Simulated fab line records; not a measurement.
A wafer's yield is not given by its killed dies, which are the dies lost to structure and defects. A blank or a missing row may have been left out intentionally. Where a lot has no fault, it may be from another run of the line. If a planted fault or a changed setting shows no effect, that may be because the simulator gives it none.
Code-filled problem report in 8D (eight disciplines) form | flow sky130 | the parts of the form that need people (team, actions taken, sign-off) are left out

## 1. WHAT WENT WRONG
SD_N_RS at SKY_SD_N_RS_MEAS_16 reads a mean of 71.85 ohm/sq on 6 wafers of 2 lots; wafers without a fault read 68.58 ohm/sq with a standard deviation of 0.13. That puts it +25 standard deviations away from the usual mean.
The step: measures by four-point-probe.
First observed at day 31 10:14: wafer L237.1, on film-metro-03. The record has a number at this step for 42 wafers belonging to 14 lots. Rule for "out", or "out of limits": more than 4 standard deviations from the usual mean. All remaining wafers that have a number are taken as sound.

## 2. WHAT IT IS AND WHAT IT IS NOT
question                    | is                     | is not
which readings at this step | SD_N_RS                | -
which lots                  | L237, L240             | L227, L229, L230, L231, L232, L233, L234, L244, L246, L248, L249, L250
which wafers of those lots  | all that have a number | -
read on which gauges        | film-metro-03          | film-metro-01, film-metro-04
when                        | from day 31 10:14      | up to then (21 sound wafers); but 15 sound wafers of L244, L246, L248, L249, L250 came after

## 3. THE SUSPECTS, EACH WITH WHAT RULES IT OUT
Counting: any tool at a process step up to the reading is kept as a suspect provided that every lot that is out went through it and no sound lot did after the first of them.
- the gauge at SKY_SD_N_RS_MEAS_16 is ruled out. All the wafers that are out were read on film-metro-03, but those of them that SKY_SD_N_RTA_14 has rows for are out there too, on other tools.
- rtp-anneal-01 at SKY_SD_N_RTA_14 (time 2 s): ruled out as a lasting fault. Sound lots L249, L250 ran on it after its first lot that is out, L237 (day 31 10:04).
Left after counting: nothing in the record.

## 4. THE CAUSE (what the simulator had put in)
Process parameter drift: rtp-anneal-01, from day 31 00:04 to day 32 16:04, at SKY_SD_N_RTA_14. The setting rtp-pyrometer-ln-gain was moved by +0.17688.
Counting ruled it out, wrongly: the rule takes a fault to strike every lot that its tool runs from its start on, and this one did not.

## 5. THE EFFECT CHAIN, in route order
Rows list readings where the struck wafers' mean (over those with a number) sits beyond 3 standard deviations from the usual. Scope: only readings with a usual standard deviation given in the record; hours: median across lots of the time from each lot's start at the first step in this table that gives one to its start at this step; sigmas: change in usual standard deviations.
hours | step                | reading        | usual        | on struck wafers | change | sigmas
0     | SKY_SD_N_RTA_14     | lamp-power-pct | 15.73 %      | 15.05            | -0.68  | -12
0     | SKY_SD_N_RS_MEAS_16 | SD_N_RS        | 68.58 ohm/sq | 71.85            | +3.27  | +25
0     | SKY_SD_N_RS_MEAS_17 | SD_P_RS        | 147.2 ohm/sq | 165.4            | +18.2  | +43
It contains these process steps:
- SKY_SD_N_RTA_14: time 2 s.

## 6. WHAT WOULD HAVE CAUGHT IT SOONER
Counted from the fault's start at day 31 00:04, it took 10 hours until the first out-of-limits reading at a measuring or inspecting step in this record, taken at day 31 10:14.
Tool's own readings at SKY_SD_N_RTA_14, lamp-power-pct: out on all struck wafers the step has rows for; an alarm limit on them would have tripped on the first.
